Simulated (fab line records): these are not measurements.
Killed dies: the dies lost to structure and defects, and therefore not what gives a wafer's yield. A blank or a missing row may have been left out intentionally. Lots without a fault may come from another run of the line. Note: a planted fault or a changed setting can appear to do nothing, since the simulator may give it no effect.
fab line records ; flow gf180mcu
record: lots: 6; wafers: 18; last-day: 34
route steps=602 shown V3@446 M4@456
lots with no fault: from the same line, run without faults
start-h: hours from the record's first day to the start of the lot's first wafer shown ; wait-h: hours from the lot's prior step to this one ; " unchanged from the row above ; L1.1+2: a single row standing in for several wafers ; - no value, or no start was given ; * or withheld: withheld ; < > ~ a bound
route shown NAME@n: a module of which the file shows steps, and the number in the route of the first ; usual: the fault-free wafers' mean and standard deviation ; same: alike in all rows ; chamber/n: place in a boat ; sites: per-site readings ; _std_site: standard deviation of those values ; _edge_site: inner sites' mean taken away from outer sites' mean ; radius-mm: how far each site lies from the wafer's centre ; mask NAME#n: copy n ; behind: tool/chamber where the wafer was last shaped ; hold: why the lot was held/for how many hours/how that ended ; device: the n, p or np transistor that did not switch ; end of line: the same wafers' tests at the end of the route ; for a step that has no rows: nothing shown but its recipe ; killed: the dies lost at the first sort to structure and to defects; this is not the yield of the wafer ; map: shows each die of a wafer: x if killed, . if not, _ if none is there
set.NAME: setting as actually run; set.NAME@STEP: the setting as run at that earlier step ; model.NAME: the simulator's own value behind a step, which no gauge read
lots seen at some steps along the route; tables by step, rows by wafer
services: when a tool's chamber went out of use (start-h, in hours from the record's first day, below 0 if earlier), for how many hours, and the reason
== steps ==
step: GF_V3_ETCH_17
recipe: chemistry: C4F8/O2/Ar; mask-material: KrF; target: SiO2; stop-on: TiN; source-w: 1500; bias-w: 1200; pressure-mtorr: 40; c4f8-flow-sccm: withheld; O2_flow_sccm: 6; Ar_flow_sccm: 300; time-s: withheld; target-depth-a: 6350
usual: oes-product-au: 0.856/0.0048
lot.wafer;tool;chamber;start-h;wait-h;oes-product-au
L765.3;rie-diel-01;2;-;-;0.847
L765.5;rie-diel-01;1;-;-;0.855
L765.6;rie-diel-01;2;-;-;0.848
L766.2;rie-diel-02;2;-;-;0.853
L766.4;rie-diel-02;1;-;-;0.858
L766.5;rie-diel-02;3;-;-;0.855
L767.2;rie-diel-02;0;-;-;0.853
L767.3;rie-diel-02;3;-;-;0.855
L767.4;rie-diel-02;2;-;-;0.857
L768.1;rie-diel-01;1;-;-;0.861
L768.2;rie-diel-01;3;-;-;0.854
L768.4;rie-diel-01;0;-;-;0.857
L776.1;rie-diel-04;1;-;-;0.856
L776.2;rie-diel-04;2;-;-;0.862
L776.3;rie-diel-04;0;-;-;0.848
L779.4;rie-diel-02;2;-;-;0.849
L779.5;rie-diel-02;1;-;-;0.858
L779.6;rie-diel-02;2;-;-;0.860
step: GF_V3_STRIP_18
recipe: chemistry: O2/N2; power-w: 1400; pressure-mtorr: 1500; platen-temp-c: 250; o2-flow-sccm: 3000; n2-flow-sccm: 300; overash-fraction: 0.5
usual: drypump-motor-current-A: 5.5/0.39; heater-power-w: 325/21; o2-flow-sccm: 3000/8.2; oes-product-au: 0.593/0.0054
lot.wafer;tool;chamber;start-h;wait-h;drypump-motor-current-A;heater-power-w;o2-flow-sccm;oes-product-au;rf-hours-counter-h
L765.3;plasma-asher-01;0;582.88;-;5.3;317;3003;0.583;-
L765.5;plasma-asher-01;0;582.88;-;5.3;330;3021;0.584;-
L765.6;plasma-asher-01;1;582.88;-;6.1;297;2992;0.588;-
L766.2;plasma-asher-01;1;597.96;-;6.1;297;2984;0.590;18
L766.4;plasma-asher-01;1;597.96;-;6.1;299;2997;0.593;-
L766.5;plasma-asher-01;1;597.96;-;6.1;304;3004;0.598;-
L767.2;plasma-asher-03;0;599.50;-;5.1;348;3014;0.589;93
L767.3;plasma-asher-03;0;599.50;-;5.1;347;3008;0.589;-
L767.4;plasma-asher-03;1;599.50;-;5.7;323;2990;0.597;-
L768.1;plasma-asher-03;0;602.56;-;5.1;350;3001;0.593;93
L768.2;plasma-asher-03;1;602.56;-;5.7;333;3001;0.603;93
L768.4;plasma-asher-03;0;602.56;-;5.1;340;2996;0.599;-
L776.1;plasma-asher-02;0;672.76;-;5.4;289;2997;0.589;61
L776.2;plasma-asher-02;1;672.76;-;4.9;347;3004;0.587;61
L776.3;plasma-asher-02;0;672.76;-;5.4;287;2998;0.596;-
L779.4;plasma-asher-01;1;683.89;-;6.1;303;2994;0.591;-
L779.5;plasma-asher-01;0;683.89;-;5.2;318;3005;0.598;-
L779.6;plasma-asher-01;1;683.89;-;6.1;291;3000;0.588;-
step: GF_V3_STRIP_19
recipe: chemistry: post-etch-residue-remover; time-s: 1200; temp-c: 72.5
step: GF_V3_CLEAN_20
recipe: chemistry: DIW; dry: n2-spin
step: GF_V3_SPUTTER_21
recipe: material: Ti; target-thk-nm: 15; chamber-pressure-pa: 5; power-w: 2500; substrate-temp-c: 200; time-s: 80.02
usual: cathode-dc-power-W: 2500.0/0.45; chamber-pressure-pa: 5.000/0.0097; throttle-valve-pct: 30.5/1.1
lot.wafer;tool;chamber;start-h;wait-h;cathode-dc-power-W;chamber-pressure-pa;throttle-valve-pct
L765.3;pvd-sputter-03;-;583.38;0.0;2499.5;4.993;30.0
L765.5;pvd-sputter-03;-;583.38;0.0;2499.6;4.999;30.6
L765.6;pvd-sputter-03;-;583.38;0.0;2500.1;5.004;32.9
L766.2;pvd-sputter-03;-;598.50;0.0;2500.1;4.998;32.8
L766.4;pvd-sputter-03;-;598.50;0.0;2499.6;4.988;29.1
L766.5;pvd-sputter-03;-;598.50;0.0;2499.6;4.996;30.7
L767.2;pvd-sputter-03;-;600.06;0.0;2500.5;5.003;32.9
L767.3;pvd-sputter-03;-;600.06;0.0;2499.5;4.990;30.0
L767.4;pvd-sputter-03;-;600.06;0.0;2500.4;5.002;30.5
L768.1;pvd-sputter-02;-;603.09;0.0;2499.4;4.989;29.1
L768.2;pvd-sputter-02;-;603.09;0.0;2500.0;4.992;31.2
L768.4;pvd-sputter-02;-;603.09;0.0;2499.5;4.987;29.9
L776.1;pvd-sputter-04;-;673.33;0.0;2499.9;4.991;30.1
L776.2;pvd-sputter-04;-;673.33;0.0;2499.8;4.995;31.3
L776.3;pvd-sputter-04;-;673.33;0.0;2499.8;5.006;31.1
L779.4;pvd-sputter-03;-;684.45;0.0;2499.9;4.996;30.4
L779.5;pvd-sputter-03;-;684.45;0.0;2500.2;5.011;32.7
L779.6;pvd-sputter-03;-;684.45;0.0;2499.5;4.991;30.5
step: GF_V3_SPUTTER_22
recipe: material: TiN; target-thk-nm: 10; chamber-pressure-pa: 4.759; power-w: 4000; time-s: 40
usual: cathode-dc-power-W: 4000.0/0.86; chamber-pressure-pa: 4.759/0.0097; throttle-valve-pct: 30.5/1.2
lot.wafer;tool;chamber;start-h;wait-h;cathode-dc-power-W;chamber-pressure-pa;throttle-valve-pct
L765.3;pvd-sputter-03;-;583.44;0.0;3999.1;4.776;30.0
L765.5;pvd-sputter-03;-;583.44;0.0;4001.9;4.759;30.4
L765.6;pvd-sputter-03;-;583.44;0.0;3998.9;4.756;32.9
L766.2;pvd-sputter-03;-;598.56;0.0;3999.6;4.753;32.9
L766.4;pvd-sputter-03;-;598.56;0.0;4000.8;4.763;29.2
L766.5;pvd-sputter-03;-;598.56;0.0;4000.6;4.771;30.3
L767.2;pvd-sputter-03;-;600.12;0.0;4001.1;4.756;32.8
L767.3;pvd-sputter-03;-;600.12;0.0;3998.2;4.761;30.2
L767.4;pvd-sputter-03;-;600.12;0.0;4001.2;4.746;30.4
L768.1;pvd-sputter-02;-;603.15;0.0;4000.9;4.766;29.0
L768.2;pvd-sputter-02;-;603.15;0.0;3999.7;4.757;31.0
L768.4;pvd-sputter-02;-;603.15;0.0;4000.0;4.746;30.0
L776.1;pvd-sputter-04;-;673.39;0.0;3999.1;4.766;30.3
L776.2;pvd-sputter-04;-;673.39;0.0;4000.8;4.751;31.4
L776.3;pvd-sputter-04;-;673.39;0.0;4000.5;4.770;31.5
L779.4;pvd-sputter-03;-;684.51;0.0;3999.4;4.764;30.7
L779.5;pvd-sputter-03;-;684.51;0.0;3998.9;4.756;32.8
L779.6;pvd-sputter-03;-;684.51;0.0;3999.8;4.763;30.7
step: GF_V3_CVD_23
recipe: material: W; target-thk-nm: 350; time-s: 104.9; temp-c: 400; pressure-torr: 40
step: GF_V3_RS_MEAS_24
recipe: thk-meas-gauge: four-point-probe; reads: W_of_V3_CVD_23+TiN_of_V3_SPUTTER_22+Ti_of_V3_SPUTTER_21
usual: V3_W_RS: 0.327/0.0061
lot.wafer;tool;chamber;start-h;wait-h;V3_W_RS[ohm/sq]
L765.3;film-metro-03;-;583.63;0.1;0.337
L765.5;film-metro-03;-;583.63;0.1;0.322
L765.6;film-metro-03;-;583.63;0.1;0.339
L766.2;film-metro-02;-;598.73;0.1;0.323
L766.4;film-metro-02;-;598.73;0.1;0.326
L766.5;film-metro-02;-;598.73;0.1;0.324
L767.2;film-metro-03;-;600.30;0.1;0.327
L767.3;film-metro-03;-;600.30;0.1;0.326
L767.4;film-metro-03;-;600.30;0.1;0.321
L768.1;film-metro-02;-;603.30;0.1;0.322
L768.2;film-metro-02;-;603.30;0.1;0.323
L768.4;film-metro-02;-;603.30;0.1;0.326
L776.1;film-metro-02;-;673.54;0.1;0.321
L776.2;film-metro-02;-;673.54;0.1;0.336
L776.3;film-metro-02;-;673.54;0.1;0.334
L779.4;film-metro-02;-;684.73;0.1;0.329
L779.5;film-metro-02;-;684.73;0.1;0.326
L779.6;film-metro-02;-;684.73;0.1;0.331
step: GF_V3_THK_MEAS_25
recipe: thk-meas-gauge: xrf; reads: W_of_V3_CVD_23
usual: V3_W_THK: 355/7.9
lot.wafer;tool;chamber;start-h;wait-h;V3_W_THK[nm]
L765.3;film-metro-03;-;583.73;0.1;340
L765.5;film-metro-03;-;583.73;0.1;354
L765.6;film-metro-03;-;583.73;0.1;340
L766.2;film-metro-02;-;598.84;0.1;363
L766.4;film-metro-02;-;598.84;0.1;360
L766.5;film-metro-02;-;598.84;0.1;363
L767.2;film-metro-03;-;600.41;0.1;356
L767.3;film-metro-03;-;600.41;0.1;359
L767.4;film-metro-03;-;600.41;0.1;362
L768.1;film-metro-02;-;603.42;0.1;365
L768.2;film-metro-02;-;603.42;0.1;362
L768.4;film-metro-02;-;603.42;0.1;357
L776.1;film-metro-02;-;673.66;0.1;363
L776.2;film-metro-02;-;673.66;0.1;345
L776.3;film-metro-02;-;673.66;0.1;349
L779.4;film-metro-02;-;684.82;0.1;354
L779.5;film-metro-02;-;684.82;0.1;357
L779.6;film-metro-02;-;684.82;0.1;352
step: GF_V3_CMP_26
recipe: stop-on: SiO2; down-force-psi: 3.5; platen-rpm: 60; t-overpolish-s: 15; target-thk-nm: 0; pad-velocity-m-s: 0.94248
step: GF_M4_SPUTTER_00
recipe: material: Ti; target-thk-nm: 37.5; arriving-ion-energy-ev: 80; substrate-temp-c: 200; chamber-pressure-pa: 2; power-w: 4000; time-s: 150
step: GF_M4_SPUTTER_01
recipe: material: TiN; target-thk-nm: 30; power-w: 6500; time-s: 25; chamber-pressure-pa: 0.4
step: GF_M4_SPUTTER_02
recipe: material: AlCu; target-thk-nm: 450; power-w: 10600; time-s: 23.9; chamber-pressure-pa: 0.4
usual: cathode-dc-power-W: 10600/1.8; chamber-pressure-pa: 0.4001/0.00081; throttle-valve-pct: 30.1/0.94
lot.wafer;tool;chamber;start-h;wait-h;cathode-dc-power-W;chamber-pressure-pa;throttle-valve-pct
L765.3;pvd-sputter-02;-;584.21;0.0;10601;0.4005;30.5
L765.5;pvd-sputter-02;-;584.21;0.0;10601;0.4003;30.1
L765.6;pvd-sputter-02;-;584.21;0.0;10600;0.3973;31.1
L766.2;pvd-sputter-01;-;599.32;0.0;-;-;-
L766.4;pvd-sputter-01;-;599.32;0.0;-;-;-
L766.5;pvd-sputter-01;-;599.32;0.0;-;-;-
L767.2;pvd-sputter-01;-;600.89;0.0;-;-;-
L767.3;pvd-sputter-01;-;600.89;0.0;-;-;-
L767.4;pvd-sputter-01;-;600.89;0.0;-;-;-
L768.1;pvd-sputter-01;-;603.92;0.0;10599;0.4006;29.2
L768.2;pvd-sputter-01;-;603.92;0.0;10602;0.3988;28.7
L768.4;pvd-sputter-01;-;603.92;0.0;10599;0.3993;29.2
L776.1;pvd-sputter-04;-;674.36;0.0;10601;0.4007;31.1
L776.2;pvd-sputter-04;-;674.36;0.0;10600;0.4009;30.2
L776.3;pvd-sputter-04;-;674.36;0.0;10600;0.3995;28.8
L779.4;pvd-sputter-02;-;685.28;0.0;10599;0.3992;31.3
L779.5;pvd-sputter-02;-;685.28;0.0;10597;0.4011;31.4
L779.6;pvd-sputter-02;-;685.28;0.0;10599;0.4009;30.8
step: GF_M4_SPUTTER_03
recipe: material: Ti; target-thk-nm: 10; substrate-temp-c: 300; chamber-pressure-pa: 0.3; power-w: 3000; time-s: 6.7
step: GF_M4_SPUTTER_04
recipe: material: TiN; target-thk-nm: 50; power-w: 6500; time-s: 41.7; chamber-pressure-pa: 0.4
step: GF_M4_RS_MEAS_05
recipe: thk-meas-gauge: four-point-probe; reads: TiN_of_M4_SPUTTER_04+Ti_of_M4_SPUTTER_03+AlCu_of_M4_SPUTTER_02+TiN_of_M4_SPUTTER_01+Ti_of_M4_SPUTTER_00
usual: M4_ALCU_RS: 0.0698/0.00092
lot.wafer;tool;chamber;start-h;wait-h;M4_ALCU_RS[ohm/sq]
L765.3;film-metro-04;-;584.34;0.1;0.0702
L765.5;film-metro-04;-;584.34;0.1;0.0697
L765.6;film-metro-04;-;584.34;0.1;0.0709
L766.2;film-metro-03;-;599.43;0.0;7.1599
L766.4;film-metro-03;-;599.43;0.0;7.1519
L766.5;film-metro-03;-;599.43;0.0;7.0919
L767.2;film-metro-01;-;601.00;0.0;7.1428
L767.3;film-metro-01;-;601.00;0.0;7.1549
L767.4;film-metro-01;-;601.00;0.0;7.1469
L768.1;film-metro-01;-;604.01;0.0;0.0705
L768.2;film-metro-01;-;604.01;0.0;0.0703
L768.4;film-metro-01;-;604.01;0.0;0.0692
L776.1;film-metro-01;-;674.45;0.0;0.0686
L776.2;film-metro-01;-;674.45;0.0;0.0704
L776.3;film-metro-01;-;674.45;0.0;0.0682
L779.4;film-metro-04;-;685.43;0.1;0.0703
L779.5;film-metro-04;-;685.43;0.1;0.0705
L779.6;film-metro-04;-;685.43;0.1;0.0699
step: GF_M4_THK_MEAS_06
recipe: thk-meas-gauge: xrf; reads: AlCu_of_M4_SPUTTER_02
usual: M4_ALCU_THK: 447/5.9
lot.wafer;tool;chamber;start-h;wait-h;M4_ALCU_THK[nm]
L765.3;film-metro-04;-;584.44;0.1;443
L765.5;film-metro-04;-;584.44;0.1;444
L765.6;film-metro-04;-;584.44;0.1;439
L766.2;film-metro-03;-;599.54;0.1;<0
L766.4;film-metro-03;-;599.54;0.1;<0
L766.5;film-metro-03;-;599.54;0.1;<0
L767.2;film-metro-01;-;601.11;0.1;<0
L767.3;film-metro-01;-;601.11;0.1;<0
L767.4;film-metro-01;-;601.11;0.1;<0
L768.1;film-metro-01;-;604.13;0.1;446
L768.2;film-metro-01;-;604.13;0.1;444
L768.4;film-metro-01;-;604.13;0.1;456
L776.1;film-metro-01;-;674.57;0.1;455
L776.2;film-metro-01;-;674.57;0.1;448
L776.3;film-metro-01;-;674.57;0.1;456
L779.4;film-metro-04;-;685.52;0.1;443
L779.5;film-metro-04;-;685.52;0.1;441
L779.6;film-metro-04;-;685.52;0.1;445
step: GF_M4_DEHYDRATE_07
recipe: temp-c: 200; time-s: 60
step: GF_M4_HMDS_08
recipe: prime-time-s: 60; prime-temp-c: 120
step: GF_M4_COAT_09
recipe: resist: KrF; spin-rpm: withheld; resist-thk-nm: 1000
step: GF_M4_SOFTBAKE_10
recipe: temp-c: 130; time-s: 60; resist: KrF
step: GF_M4_EXPOSE_11
recipe: mask-id: Metal4; target-cd-nm: 280; na: 0.68; source-shape: conventional; sigma-outer: 0.6; dose-mj: 28
step: GF_M4_PEB_12
recipe: peb-temp-c: 135; peb-time-s: 90; resist: KrF
step: GF_M4_DEVELOP_13
recipe: develop-time-s: 60; dev-temp-c: 21
step: GF_M4_CD_MEAS_14
recipe: target-cd-nm: 280
usual: cd-nm: 279.2/1.2
lot.wafer;tool;chamber;start-h;wait-h;cd-nm
L765.3;cd-sem-01;-;605.68;0.2;279.1
L765.5;cd-sem-01;-;605.68;0.2;279.1
L765.6;cd-sem-01;-;605.68;0.2;278.8
L766.2;cd-sem-01;-;620.03;0.1;280.1
L766.4;cd-sem-01;-;620.03;0.1;281.7
L766.5;cd-sem-01;-;620.03;0.1;279.6
L767.2;cd-sem-01;-;621.66;0.2;280.2
L767.3;cd-sem-01;-;621.66;0.2;281.2
L767.4;cd-sem-01;-;621.66;0.2;280.1
L768.1;cd-sem-01;-;625.01;0.1;278.1
L768.2;cd-sem-01;-;625.01;0.1;278.9
L768.4;cd-sem-01;-;625.01;0.1;278.1
L776.1;cd-sem-01;-;693.52;0.1;277.8
L776.2;cd-sem-01;-;693.52;0.1;276.5
L776.3;cd-sem-01;-;693.52;0.1;277.1
L779.4;cd-sem-01;-;703.58;0.1;277.4
L779.5;cd-sem-01;-;703.58;0.1;277.6
L779.6;cd-sem-01;-;703.58;0.1;277.2
step: GF_M4_OVL_MEAS_15
usual: M4_OVL: -2/5.5
lot.wafer;tool;chamber;start-h;wait-h;M4_OVL[nm]
L765.3;overlay-02;-;605.78;0.1;-5
L765.5;overlay-02;-;605.78;0.1;-8
L765.6;overlay-02;-;605.78;0.1;1
L766.2;overlay-01;-;620.13;0.1;8
L766.4;overlay-01;-;620.13;0.1;9
L766.5;overlay-01;-;620.13;0.1;4
L767.2;overlay-02;-;621.77;0.1;-2
L767.3;overlay-02;-;621.77;0.1;-6
L767.4;overlay-02;-;621.77;0.1;-3
L768.1;overlay-02;-;625.13;0.1;-4
L768.2;overlay-02;-;625.13;0.1;-4
L768.4;overlay-02;-;625.13;0.1;-3
L776.1;overlay-02;-;693.64;0.1;1
L776.2;overlay-02;-;693.64;0.1;-2
L776.3;overlay-02;-;693.64;0.1;7
L779.4;overlay-01;-;703.66;0.1;-4
L779.5;overlay-01;-;703.66;0.1;5
L779.6;overlay-01;-;703.66;0.1;15
step: GF_M4_METAL_ETCH_16
recipe: chemistry: Cl2/BCl3; mask-material: KrF; target-depth-nm: 627.5; stop-on: SiO2; pressure-mtorr: 8; icp-w: 800; bias-w: 140; Cl2_flow_sccm: 80; bcl3-flow-sccm: 40; time-s: 104.6
usual: drypump-motor-current-A: 5.8/0.32; oes-product-au: 0.970/0.0062; throttle-valve-pct: 28.253/0.01
lot.wafer;tool;chamber;start-h;wait-h;drypump-motor-current-A;oes-product-au;rf-hours-counter-h;throttle-valve-pct
L765.3;rie-metal-02;1;605.87;0.1;5.7;0.971;-;28.239
L765.5;rie-metal-02;1;605.87;0.1;5.7;0.976;-;28.242
L765.6;rie-metal-02;1;605.87;0.1;5.7;0.963;-;28.253
L766.2;rie-metal-01;0;620.20;0.1;6.4;0.987;-;28.220
L766.4;rie-metal-01;0;620.20;0.1;6.3;0.989;-;28.230
L766.5;rie-metal-01;0;620.20;0.1;6.3;0.996;-;28.212
L767.2;rie-metal-01;0;621.84;0.1;6.3;0.985;-;28.234
L767.3;rie-metal-01;0;621.84;0.1;6.4;0.986;-;28.245
L767.4;rie-metal-01;0;621.84;0.1;6.4;0.991;-;28.223
L768.1;rie-metal-04;0;625.17;0.0;5.6;0.970;5;28.252
L768.2;rie-metal-04;1;625.17;0.0;5.1;0.971;1;28.269
L768.4;rie-metal-04;0;625.17;0.0;5.6;0.977;-;28.256
L776.1;rie-metal-02;0;693.68;0.0;6.0;0.972;3;28.262
L776.2;rie-metal-02;1;693.68;0.0;5.7;0.974;3;28.251
L776.3;rie-metal-02;1;693.68;0.0;5.7;0.971;-;28.246
L779.4;rie-metal-02;1;703.72;0.0;5.7;0.969;-;28.266
L779.5;rie-metal-02;1;703.72;0.0;5.7;0.964;-;28.252
L779.6;rie-metal-02;0;703.72;0.0;6.0;0.968;-;28.264
step: GF_M4_STRIP_17
recipe: chemistry: O2/N2; power-w: 1400; pressure-mtorr: 1500; platen-temp-c: 250; o2-flow-sccm: 3000; n2-flow-sccm: 300; overash-fraction: 0.5
usual: drypump-motor-current-A: 5.5/0.32; heater-power-w: 321/21; o2-flow-sccm: 3000/9.4; oes-product-au: 0.560/0.0048; strip-time-to-endpoint-s: 7.90/0.047
lot.wafer;tool;chamber;start-h;wait-h;drypump-motor-current-A;heater-power-w;o2-flow-sccm;oes-product-au;rf-hours-counter-h;strip-time-to-endpoint-s
L765.3;plasma-asher-03;0;606.06;0.1;5.1;352;3025;0.559;-;7.85
L765.5;plasma-asher-03;1;606.06;0.1;5.7;328;3009;0.554;-;7.85
L765.6;plasma-asher-03;0;606.06;0.1;5.1;349;3015;0.559;-;7.84
L766.2;plasma-asher-04;1;620.39;0.1;5.4;282;2991;0.556;89;7.90
L766.4;plasma-asher-04;1;620.39;0.1;5.4;295;2988;0.560;-;7.94
L766.5;plasma-asher-04;1;620.39;0.1;5.4;287;2994;0.560;-;7.91
L767.2;plasma-asher-04;0;622.02;0.1;5.5;323;3002;0.561;89;7.89
L767.3;plasma-asher-04;0;622.02;0.1;5.5;321;2998;0.549;-;7.93
L767.4;plasma-asher-04;1;622.02;0.1;5.4;283;3004;0.566;-;7.87
L768.1;plasma-asher-01;0;625.28;0.1;5.2;331;3007;0.555;21;7.85
L768.2;plasma-asher-01;1;625.28;0.1;6.1;300;3007;0.561;21;7.85
L768.4;plasma-asher-01;0;625.28;0.1;5.2;328;3012;0.559;-;7.89
L776.1;plasma-asher-03;0;693.79;0.1;5.1;354;3005;0.566;102;7.96
L776.2;plasma-asher-03;1;693.79;0.1;5.7;330;3008;0.549;102;7.89
L776.3;plasma-asher-03;0;693.79;0.1;5.1;355;3014;0.554;-;7.91
L779.4;plasma-asher-03;0;703.82;0.1;5.1;349;2999;0.563;-;7.86
L779.5;plasma-asher-03;0;703.82;0.1;5.1;347;3010;0.558;-;7.87
L779.6;plasma-asher-03;1;703.82;0.1;5.7;338;2987;0.563;-;7.92
== services ==
tool;chamber;start-h;hours;kind
rie-metal-01;-;564.52;28.1;pm
rie-diel-01;1;569.49;3.7;repair
pvd-sputter-02;3;569.78;-;consumable-replace:kit
pvd-sputter-02;3;569.78;18.0;scheduled-down
pvd-sputter-02;3;569.78;18.0;vent-cycle
rie-diel-02;1;573.06;8.4;repair
plasma-asher-04;-;575.97;0.5;repair
rie-metal-04;-;594.44;0.9;repair
rie-diel-01;1;594.67;5.9;repair
pvd-sputter-01;-;607.61;1.4;repair
pvd-sputter-04;-;609.45;2.5;repair
pvd-sputter-03;2;610.00;-;consumable-replace:kit
pvd-sputter-03;2;610.00;18.0;scheduled-down
pvd-sputter-03;2;610.00;18.0;vent-cycle
rie-diel-04;-;615.36;2.8;pm
plasma-asher-03;-;616.22;12.9;repair
rie-metal-02;-;630.62;2.8;pm
pvd-sputter-03;-;632.72;5.4;repair
plasma-asher-04;-;634.61;9.1;repair
plasma-asher-04;-;644.44;0.5;repair
plasma-asher-04;-;661.94;2.8;pm
rie-diel-04;0;682.11;18.3;repair
rie-metal-01;1;687.48;36.7;repair
plasma-asher-02;-;696.87;6.3;repair
== key ==
first-sign: step: GF_M4_SPUTTER_02; reading: tool-record; direction: missing
effect: step: GF_M4_RS_MEAS_05; reading: M4_ALCU_RS; direction: up; sigmas: 99+; usual: 0.0698; struck: 7.1414
effect: step: GF_M4_THK_MEAS_06; reading: M4_ALCU_THK; direction: down; sigmas: 76; usual: 447; struck: <0
effect: step: GF_M4_METAL_ETCH_16; reading: oes-product-au; direction: up; sigmas: 3.2; usual: 0.970; struck: 0.989
met-at GF_M4_SPUTTER_02
struck-wafers L766.2,L766.4,L766.5,L767.2,L767.3,L767.4
later-rows-left-out L766.2,L766.4,L766.5,L767.2,L767.3,L767.4
sort-left-out L766.2,L766.4,L766.5,L767.2,L767.3,L767.4
fault: kind: skipped-step-whole; tool: pvd-sputter-01; chamber: -; onset-h: 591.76; steps: GF_M4_SPUTTER_02; scope: struck-lots-only
sort-left-out: the simulated sort isn't trusted on such a fault, so these wafers' sort isn't shown, and their yield isn't known
later-rows-left-out: the simulator's readings of these wafers behind a module that went badly wrong aren't trusted and aren't shown, but for the sort
